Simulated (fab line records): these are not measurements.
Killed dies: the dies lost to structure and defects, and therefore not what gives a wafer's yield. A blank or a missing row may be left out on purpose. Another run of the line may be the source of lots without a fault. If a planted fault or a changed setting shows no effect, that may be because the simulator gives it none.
fab line records ; flow sky130
[record] lots = 6; wafers = 16; last_day = 49
route steps=708 shown SD_N@344 SD_P@359 RES_XHIGH@360 PAD_OPEN@708
lots with no fault: from the same line, run without faults
start_h: the number of hours between the record's first day and the start of the first shown wafer of the lot ; wait_h: hours elapsed since this lot's preceding step ; " the same as in the row above ; L1.1+2: a single row standing in for several wafers ; - value missing, or start not given ; * or withheld: withheld ; < > ~ a bound
route shown NAME@n: names a module that has steps shown in the file, with the first one's number in the route ; usual: mean/standard deviation of fault-free wafers ; same: alike in all rows ; chamber/n: place in a boat ; sites: readings site by site ; _std_site: standard deviation of those values ; _edge_site: inner sites' mean taken away from outer sites' mean ; radius_mm: for every site, how far away it sits from the centre of the wafer ; mask NAME#n: copy n ; behind: tool/chamber where the wafer was last shaped ; hold: what put the lot on hold/how long, in hours/how the hold closed ; device: the n, p or np transistor that did not switch ; end of line: tests run on the same wafers once the route is complete ; a step with no rows: only its recipe ; killed: not the wafer's yield, but the dies lost to structure and defects at the first sort ; map: a wafer's dies, x killed, . not, _ none there
set.NAME: the setting that was run; set.NAME@STEP: the one run at that earlier step ; model.NAME: the simulator's own value behind a step, which no gauge read
lots seen at some steps along the route; tables by step, rows by wafer
services: a tool's chamber out of use, with start hour (start_h, from the record's first day; less than 0 if before it), hours out, and reason
[[steps]]
[step SKY_SD_N_COAT_02]
[recipe] resist = NOVOLAK; spin_rpm = 3000; resist_thk_nm = 1140
[step SKY_SD_N_SOFTBAKE_03]
[recipe] temp_c = 90; time_s = 60; resist = NOVOLAK
[step SKY_SD_N_EXPOSE_04]
[recipe] mask_id = NSDM; na = 0.6; source_shape = conventional; sigma_outer = 0.6; polarization = unpolarized; target_cd_nm = 380; dose_mj = 141
[step SKY_SD_N_PEB_05]
[recipe] temp_c = withheld; time_s = *; resist = NOVOLAK
[step SKY_SD_N_DEVELOP_06]
[recipe] resist = NOVOLAK; developer = TMAH; develop_time_s = 60; dev_temp_c = 23
[step SKY_SD_N_CD_MEAS_07]
[recipe] target_cd_nm = 380
[usual] cd_nm = 379.6/2.4
lot.wafer;tool;chamber;start_h;wait_h;cd_nm
L659.1;cd_sem-01;-;664.02;0.1;378.7
L659.2;cd_sem-01;-;664.02;0.1;378.3
L659.4;cd_sem-01;-;664.02;0.1;380.4
L662.1;cd_sem-02;-;690.87;0.1;379.5
L662.3;cd_sem-02;-;690.87;0.1;379.4
L662.5;cd_sem-02;-;690.87;0.1;377.6
L667.1;cd_sem-01;-;730.13;0.1;382.3
L667.3;cd_sem-01;-;730.13;0.1;382.0
L667.5;cd_sem-01;-;730.13;0.1;382.0
L669.2;cd_sem-01;-;744.05;0.1;379.3
L669.3;cd_sem-01;-;744.05;0.1;381.1
L669.6;cd_sem-01;-;744.05;0.1;378.7
L673.1;cd_sem-02;-;781.19;0.1;380.7
L673.5;cd_sem-02;-;781.19;0.1;379.7
L675.1;cd_sem-02;-;784.92;0.1;380.2
L675.3;cd_sem-02;-;784.92;0.1;382.6
[step SKY_SD_N_OVL_MEAS_08]
[usual] SD_N_OVL = 1.3/1.6
lot.wafer;tool;chamber;start_h;wait_h;SD_N_OVL[nm]
L659.1;overlay-02;-;664.14;0.1;1.7
L659.2;overlay-02;-;664.14;0.1;2.4
L659.4;overlay-02;-;664.14;0.1;4.5
L662.1;overlay-01;-;690.99;0.1;1.6
L662.3;overlay-01;-;690.99;0.1;3.4
L662.5;overlay-01;-;690.99;0.1;2.4
L667.1;overlay-01;-;730.25;0.1;1.7
L667.3;overlay-01;-;730.25;0.1;5.0
L667.5;overlay-01;-;730.25;0.1;3.8
L669.2;overlay-02;-;744.15;0.1;-0.2
L669.3;overlay-02;-;744.15;0.1;-0.1
L669.6;overlay-02;-;744.15;0.1;1.8
L673.1;overlay-02;-;781.31;0.1;1.7
L673.5;overlay-02;-;781.31;0.1;0.2
L675.1;overlay-01;-;785.04;0.1;1.8
L675.3;overlay-01;-;785.04;0.1;1.2
[step SKY_SD_N_IMPLANT_09]
[recipe] species = As; energy_kev = 50; dose_cm2 = 4e+15; tilt_deg = 0
[step SKY_SD_N_IMPLANT_10]
[recipe] species = P; energy_kev = 20; dose_cm2 = 1e+14; tilt_deg = 0
[step SKY_SD_N_STRIP_11]
[recipe] chemistry = O2/N2; power_w = 1400; pressure_mtorr = 1500; platen_temp_c = withheld; o2_flow_sccm = 3000; n2_flow_sccm = 300; overash_fraction = 0.5
[usual] drypump_motor_current_A = 5.8/0.51; oes_product_au = 0.528/0.0043; strip_time_to_endpoint_s = 22.55/0.045
lot.wafer;tool;chamber;start_h;wait_h;drypump_motor_current_A;oes_product_au;rf_hours_counter_h;strip_time_to_endpoint_s
L659.1;plasma_asher-03;0;664.48;0.1;6.2;0.530;54;22.54
L659.2;plasma_asher-03;1;664.48;0.1;5.7;0.526;54;22.56
L659.4;plasma_asher-03;0;664.48;0.1;6.2;0.525;-;22.52
L662.1;plasma_asher-01;1;691.33;0.1;5.7;0.531;96;22.61
L662.3;plasma_asher-01;1;691.33;0.1;5.7;0.528;-;22.64
L662.5;plasma_asher-01;1;691.33;0.1;5.7;0.530;-;22.63
L667.1;plasma_asher-03;0;730.58;0.1;6.2;0.529;61;22.59
L667.3;plasma_asher-03;0;730.58;0.1;6.2;0.525;-;22.57
L667.5;plasma_asher-03;0;730.58;0.1;6.2;0.522;-;22.54
L669.2;plasma_asher-02;0;744.48;0.1;6.6;0.525;92;22.56
L669.3;plasma_asher-02;0;744.48;0.1;6.7;0.525;-;22.59
L669.6;plasma_asher-02;0;744.48;0.1;6.6;0.524;-;22.62
L673.1;plasma_asher-02;0;781.64;0.1;6.6;0.522;96;22.47
L673.5;plasma_asher-02;1;781.64;0.1;5.1;0.533;-;22.49
L675.1;plasma_asher-02;0;785.38;0.1;6.6;0.532;96;22.52
L675.3;plasma_asher-02;1;785.38;0.1;5.1;0.524;-;22.56
[step SKY_SD_N_TW_MEAS_12]
[usual] SD_N_TW = 3998/54
lot.wafer;tool;chamber;start_h;wait_h;SD_N_TW
L659.1;film_metro-01;-;664.58;0.1;3955
L659.2;film_metro-01;-;664.58;0.1;3981
L659.4;film_metro-01;-;664.58;0.1;3980
L662.1;film_metro-04;-;691.43;0.1;4051
L662.3;film_metro-04;-;691.43;0.1;4039
L662.5;film_metro-04;-;691.43;0.1;4059
L667.1;film_metro-02;-;730.68;0.1;3937
L667.3;film_metro-02;-;730.68;0.1;3925
L667.5;film_metro-02;-;730.68;0.1;3918
L669.2;film_metro-04;-;744.59;0.1;4052
L669.3;film_metro-04;-;744.59;0.1;4072
L669.6;film_metro-04;-;744.59;0.1;4068
L673.1;film_metro-02;-;781.74;0.1;3912
L673.5;film_metro-02;-;781.74;0.1;3908
L675.1;film_metro-02;-;785.48;0.1;3937
L675.3;film_metro-02;-;785.48;0.1;3927
[step SKY_SD_N_CLEAN_13]
[recipe] chemistry = SC1/SC2; mix = 1:4:20; temp_c = 70; time_s = 150; dry = n2_spin
[step SKY_SD_N_RTA_14]
[recipe] temp_c = 1075; time_s = 2; idle_temp_c = 650; ramp_up_c_per_s = 150; ramp_down_c_per_s = 90; ambient = N2
[usual] lamp_power_pct = 15.74/0.052; ramp_down_c_per_s = 89.999/0.016; ramp_up_c_per_s = 150.00/0.028; wafer_temp_C_max = 1078.1/1.5
lot.wafer;tool;chamber;start_h;wait_h;lamp_power_pct;ramp_down_c_per_s;ramp_up_c_per_s;wafer_temp_C_max
L659.1;rtp_anneal-02;0;664.69;0.0;15.70;90.010;149.98;1083.3
L659.2;rtp_anneal-02;0;664.69;0.0;15.80;89.989;149.99;1077.1
L659.4;rtp_anneal-02;0;664.69;0.0;15.76;90.006;150.06;1079.4
L662.1;rtp_anneal-01;0;691.55;0.0;15.85;89.993;150.01;1075.2
L662.3;rtp_anneal-01;0;691.55;0.0;15.69;90.027;150.01;1077.4
L662.5;rtp_anneal-01;0;691.55;0.0;15.70;89.994;150.00;1078.2
L667.1;rtp_anneal-02;0;730.79;0.0;15.74;89.979;150.01;1077.6
L667.3;rtp_anneal-02;0;730.79;0.0;15.69;89.988;150.04;1078.8
L667.5;rtp_anneal-02;0;730.79;0.0;15.73;90.021;149.97;1079.0
L669.2;rtp_anneal-02;0;744.72;0.0;15.75;90.004;150.03;1076.1
L669.3;rtp_anneal-02;0;744.72;0.0;15.77;90.026;149.99;1075.4
L669.6;rtp_anneal-02;0;744.72;0.0;15.66;89.993;150.00;1078.7
L673.1;rtp_anneal-02;0;781.86;0.0;15.86;90.025;150.00;1084.7
L673.5;rtp_anneal-02;0;781.86;0.0;15.80;89.990;150.01;1084.8
L675.1;rtp_anneal-02;0;785.59;0.0;15.71;90.008;149.96;1084.5
L675.3;rtp_anneal-02;0;785.59;0.0;15.75;90.011;150.00;1085.0
[step SKY_SD_N_RS_MEAS_16]
[recipe] thk_meas_gauge = four-point-probe
[usual] SD_N_RS = 68.55/0.11
lot.wafer;tool;chamber;start_h;wait_h;SD_N_RS[ohm/sq]
L659.1;film_metro-02;-;664.87;0.1;68.56
L659.2;film_metro-02;-;664.87;0.1;68.55
L659.4;film_metro-02;-;664.87;0.1;68.48
L662.1;film_metro-02;-;691.72;0.1;68.50
L662.3;film_metro-02;-;691.72;0.1;68.62
L662.5;film_metro-02;-;691.72;0.1;68.62
L667.1;film_metro-02;-;731.02;0.1;68.64
L667.3;film_metro-02;-;731.02;0.1;68.68
L667.5;film_metro-02;-;731.02;0.1;68.59
L669.2;film_metro-02;-;744.91;0.1;68.32
L669.3;film_metro-02;-;744.91;0.1;68.47
L669.6;film_metro-02;-;744.91;0.1;68.28
L673.1;film_metro-01;-;782.04;0.1;67.42
L673.5;film_metro-01;-;782.04;0.1;67.56
L675.1;film_metro-01;-;785.77;0.1;67.29
L675.3;film_metro-01;-;785.77;0.1;67.45
[step SKY_SD_N_RS_MEAS_17]
[recipe] thk_meas_gauge = four-point-probe
[usual] SD_P_RS = 147.1/0.33
lot.wafer;tool;chamber;start_h;wait_h;SD_P_RS[ohm/sq]
L659.1;film_metro-02;-;664.99;0.1;147.5
L659.2;film_metro-02;-;664.99;0.1;147.2
L659.4;film_metro-02;-;664.99;0.1;147.4
L662.1;film_metro-02;-;691.84;0.1;147.7
L662.3;film_metro-02;-;691.84;0.1;147.2
L662.5;film_metro-02;-;691.84;0.1;147.4
L667.1;film_metro-02;-;731.14;0.1;147.5
L667.3;film_metro-02;-;731.14;0.1;147.5
L667.5;film_metro-02;-;731.14;0.1;147.3
L669.2;film_metro-02;-;745.03;0.1;147.3
L669.3;film_metro-02;-;745.03;0.1;147.6
L669.6;film_metro-02;-;745.03;0.1;147.0
L673.1;film_metro-01;-;782.16;0.1;141.0
L673.5;film_metro-01;-;782.16;0.1;141.0
L675.1;film_metro-01;-;785.89;0.1;141.2
L675.3;film_metro-01;-;785.89;0.1;141.9
[step SKY_SD_N_RS_MEAS_18]
[recipe] thk_meas_gauge = four-point-probe
[usual] RES_XHIGH_RS = 333.3/0.91
lot.wafer;tool;chamber;start_h;wait_h;RES_XHIGH_RS[ohm/sq]
L659.1;film_metro-02;-;665.11;0.1;333.8
L659.2;film_metro-02;-;665.11;0.1;332.5
L659.4;film_metro-02;-;665.11;0.1;334.3
L662.1;film_metro-02;-;691.96;0.1;332.7
L662.3;film_metro-02;-;691.96;0.1;333.6
L662.5;film_metro-02;-;691.96;0.1;331.7
L667.1;film_metro-02;-;731.26;0.1;332.4
L667.3;film_metro-02;-;731.26;0.1;333.2
L667.5;film_metro-02;-;731.26;0.1;333.0
L669.2;film_metro-02;-;745.15;0.1;333.4
L669.3;film_metro-02;-;745.15;0.1;332.3
L669.6;film_metro-02;-;745.15;0.1;333.1
L673.1;film_metro-01;-;782.28;0.1;332.8
L673.5;film_metro-01;-;782.28;0.1;333.8
L675.1;film_metro-01;-;786.01;0.1;333.4
L675.3;film_metro-01;-;786.01;0.1;332.1
[step SKY_PAD_OPEN_PROBE_99]
[usual] killed_at_M0_to_M3 = 43/7.3; killed_at_M4_up = 3.1/1.7; killed_at_contacts = 25/5.3; killed_at_front_end = 14/4.1; killed_at_other = 0.3/0.56; killed_dies = 85/9.4; killed_open = 46/7.4; killed_short = 38/5.8
[same] gross_dies = 492; killed_at_back_side = 0
lot.wafer;tool;chamber;start_h;wait_h;killed_at_M0_to_M3;killed_at_M4_up;killed_at_contacts;killed_at_front_end;killed_at_other;killed_dies;killed_open;killed_short;model.etest.res_xhigh_po.line_ohm_um;model.etest.res_xhigh_po.rs_ohm_sq;model.etest.res_pdiff.line_ohm_um;model.etest.res_high_po.line_ohm_um;model.etest.licon_high_po.rc_ohm;model.etest.res_high_po.rs_ohm_sq;model.etest.res_pdiff_hv.rs_ohm_sq;model.etest.res_pdiff.rs_ohm_sq
L659.1;prober-01;-;1090.71;0.1;54;2;29;10;0;95;55;40;5497;1911;1389;724.2;347.2;255.8;192.8;198.7
L659.2;prober-01;-;1090.76;0.1;37;6;26;15;0;84;45;38;5545;1940;1419;739.6;349.8;254;192.3;197.9
L659.4;prober-01;-;1090.86;0.2;54;1;24;15;0;94;50;43;5682;1968;1362;728.6;353.5;258.2;191.2;196.6
L662.1;prober-02;-;1109.55;0.1;33;3;26;11;1;74;41;32;5913;2089;1406;768;368.1;270.7;194;201.4
L662.3;prober-02;-;1109.65;0.2;57;3;19;9;0;88;51;37;5758;2036;1344;742.9;363.9;260.4;194.7;199.8
L662.5;prober-02;-;1109.75;0.2;39;4;36;16;1;96;48;47;5858;2054;1364;770.5;370.8;267.3;195.1;200.6
L667.1;prober-01;-;1138.61;0.1;40;1;23;13;1;78;44;33;5440;1897;1413;732.9;347.5;253.6;192.5;197.3
L667.3;prober-01;-;1138.71;0.2;54;4;32;14;1;105;62;42;5533;1927;1402;722.2;350.1;253.5;191.7;198.1
L667.5;prober-01;-;1138.81;0.2;42;1;30;19;0;92;53;37;5436;1925;1368;721.8;343.8;255.6;191.2;196.9
L669.2;prober-01;-;1147.50;0.1;32;5;28;13;0;78;44;34;5421;1962;1345;734.4;331.9;258;190.4;198
L669.3;prober-01;-;1147.55;0.2;52;1;27;16;1;97;55;41;5798;1990;1359;767.1;356.4;264.4;189.4;197.8
L669.6;prober-01;-;1147.70;0.2;52;4;30;9;0;95;56;38;5450;1949;1382;740.5;336.4;260.8;189.8;194.8
L673.1;prober-01;-;1169.31;0.1;47;4;23;9;0;83;43;39;5295;1865;1313;701;319.8;248.9;181.8;191
L673.5;prober-01;-;1169.51;0.2;42;2;24;13;0;81;40;41;5044;1774;1306;677.6;310.4;239;180.7;189.1
L675.1;prober-01;-;1176.09;0.1;32;2;35;9;0;78;42;36;5357;1875;1332;715.5;314.4;248.5;180.8;189.1
L675.3;prober-01;-;1176.19;0.2;44;5;32;14;0;95;47;47;5319;1850;1275;711.6;335.7;245.9;181.9;187.5
// killed by level:class
L659.1 VIA1:geometric_particle:open=15 CONTACT:geometric_particle:open=14 METAL2:geometric_particle:short=8 VIA2:geometric_particle:open=7 LI_CONTACT:geometric_particle:open=6 VIA1:geometric_particle:short=6 METAL1:geometric_particle:short=5 FIELD_ISO:geometric_particle:open=4
L659.2 VIA1:geometric_particle:open=14 LI_CONTACT:geometric_particle:open=9 CONTACT:geometric_particle:short=8 FIELD_ISO:geometric_particle:open=5 CONTACT:geometric_particle:open=5 METAL1:geometric_particle:short=5 POLY_GATE:geometric_particle:short=4 VIA1:geometric_particle:short=4
L659.4 VIA1:geometric_particle:open=14 CONTACT:geometric_particle:open=11 VIA1:geometric_particle:short=7 VIA2:geometric_particle:open=7 POLY_GATE:geometric_particle:short=6 CONTACT:geometric_particle:short=6 METAL1:geometric_particle:short=6 VIA2:geometric_particle:short=4
L662.1 CONTACT:geometric_particle:open=11 VIA1:geometric_particle:open=8 LI_CONTACT:geometric_particle:open=6 CONTACT:geometric_particle:short=6 METAL1:geometric_particle:short=5 VIA3:geometric_particle:open=5 VIA1:geometric_particle:short=5 METAL4:geometric_particle:short=3
L662.3 VIA1:geometric_particle:open=11 VIA2:geometric_particle:open=9 VIA3:geometric_particle:open=8 LI_CONTACT:geometric_particle:open=6 CONTACT:geometric_particle:short=6 METAL3:geometric_particle:short=6 METAL1:geometric_particle:short=5 METAL1:geometric_particle:open=5
L662.5 VIA1:geometric_particle:open=13 CONTACT:geometric_particle:open=11 CONTACT:geometric_particle:short=8 LI_CONTACT:geometric_particle:open=6 VIA3:geometric_particle:open=5 LI_CONTACT:geometric_particle:short=5 LOCAL_INTERCONNECT:geometric_particle:short=5 METAL2:geometric_particle:short=5
L667.1 VIA3:geometric_particle:open=10 CONTACT:geometric_particle:open=8 LI_CONTACT:geometric_particle:open=7 VIA1:geometric_particle:open=6 VIA2:geometric_particle:open=6 VIA1:geometric_particle:short=5 FIELD_ISO:geometric_particle:short=4 POLY_GATE:geometric_particle:open=4
L667.3 CONTACT:geometric_particle:open=13 VIA1:geometric_particle:open=13 VIA3:geometric_particle:open=11 VIA2:geometric_particle:open=9 LI_CONTACT:geometric_particle:open=8 CONTACT:geometric_particle:short=6 VIA1:geometric_particle:short=5 FIELD_ISO:geometric_particle:short=4
L667.5 CONTACT:geometric_particle:open=13 VIA1:geometric_particle:open=11 METAL1:geometric_particle:short=9 FIELD_ISO:geometric_particle:open=7 LI_CONTACT:geometric_particle:open=7 FIELD_ISO:geometric_particle:short=4 LOCAL_INTERCONNECT:geometric_particle:short=4 VIA1:geometric_particle:short=4
L669.2 CONTACT:geometric_particle:open=16 VIA3:geometric_particle:open=7 VIA1:geometric_particle:open=6 VIA1:geometric_particle:short=6 POLY_GATE:geometric_particle:short=5 LI_CONTACT:geometric_particle:open=4 CONTACT:geometric_particle:short=4 METAL1:geometric_particle:short=4
L669.3 VIA1:geometric_particle:open=12 LI_CONTACT:geometric_particle:open=9 VIA3:geometric_particle:open=8 METAL2:geometric_particle:short=8 VIA2:geometric_particle:open=8 CONTACT:geometric_particle:open=7 METAL1:geometric_particle:short=6 CONTACT:geometric_particle:short=5
L669.6 CONTACT:geometric_particle:open=11 VIA3:geometric_particle:open=10 LI_CONTACT:geometric_particle:open=8 VIA2:geometric_particle:open=8 METAL1:geometric_particle:short=7 VIA1:geometric_particle:short=7 VIA1:geometric_particle:open=6 FIELD_ISO:geometric_particle:open=4
L673.1 CONTACT:geometric_particle:open=12 VIA1:geometric_particle:open=10 VIA2:geometric_particle:open=8 LI_CONTACT:geometric_particle:open=6 METAL1:geometric_particle:short=6 FIELD_ISO:geometric_particle:short=5 VIA2:geometric_particle:short=5 VIA3:geometric_particle:short=5
L673.5 CONTACT:geometric_particle:open=12 VIA3:geometric_particle:open=10 VIA1:geometric_particle:open=8 METAL1:geometric_particle:short=7 LOCAL_INTERCONNECT:geometric_particle:short=6 METAL2:geometric_particle:short=5 FIELD_ISO:geometric_particle:short=4 POLY_GATE:geometric_particle:short=4
L675.1 CONTACT:geometric_particle:open=11 CONTACT:geometric_particle:short=8 LI_CONTACT:geometric_particle:open=7 VIA1:geometric_particle:open=6 VIA2:geometric_particle:open=6 LI_CONTACT:geometric_particle:short=5 VIA1:geometric_particle:short=5 VIA3:geometric_particle:open=4
L675.3 CONTACT:geometric_particle:open=10 VIA1:geometric_particle:open=8 POLY_GATE:geometric_particle:short=7 LOCAL_INTERCONNECT:geometric_particle:short=7 VIA3:geometric_particle:open=7 LI_CONTACT:geometric_particle:open=6 METAL2:geometric_particle:short=6 CONTACT:geometric_particle:short=6
[[services]]
tool;chamber;start_h;hours;kind
plasma_asher-01;-;658.80;6.4;repair
plasma_asher-02;-;691.11;3.1;repair
rtp_anneal-01;-;700.45;2.7;pm
plasma_asher-02;-;711.83;2.7;repair
plasma_asher-01;-;733.75;9.0;pm
plasma_asher-01;0;733.75;9.0;vent_cycle
plasma_asher-01;1;733.75;9.0;vent_cycle
plasma_asher-01;0;742.75;-;clean
plasma_asher-01;1;742.75;-;clean
rtp_anneal-02;-;748.81;4.7;pm
plasma_asher-03;-;753.02;3.6;repair
plasma_asher-02;-;772.49;0.9;repair
[[key]]
[first_sign] step = SKY_SD_N_RTA_14; reading = wafer_temp_C_max; direction = up; sigmas = 4.5; usual = *; struck = *
[effect] step = SKY_SD_N_RS_MEAS_16; reading = SD_N_RS; direction = down; sigmas = 9.8; usual = 68.55; struck = 67.43
[effect] step = SKY_SD_N_RS_MEAS_17; reading = SD_P_RS; direction = down; sigmas = 18; usual = 147.1; struck = 141.3
[model_effect] step = SKY_PAD_OPEN_PROBE_99; value = etest.res_xhigh_po.line_ohm_um; without = 5606; struck = 5254
met_at SKY_SD_N_RTA_14
struck_wafers L673.1,L673.5,L675.1,L675.3
tester_left_out L673,L675
onset_between 744.72 781.86
[fault] kind = process_parameter_drift; tool = rtp_anneal-02; chamber = -; onset_h = 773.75; steps = SKY_SD_N_RTA_14; channel = temp_c; offset = *; shape = step; end_h = 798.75; acts_in = *; stated = *
// tester_left_out: of these lots the tester's yield and bins aren't shown, on N5 and GAA mostly nor the transistor test; their killed dies are dies lost to structure and defects alone, not to doping, threshold or leakage, so they don't give the yield
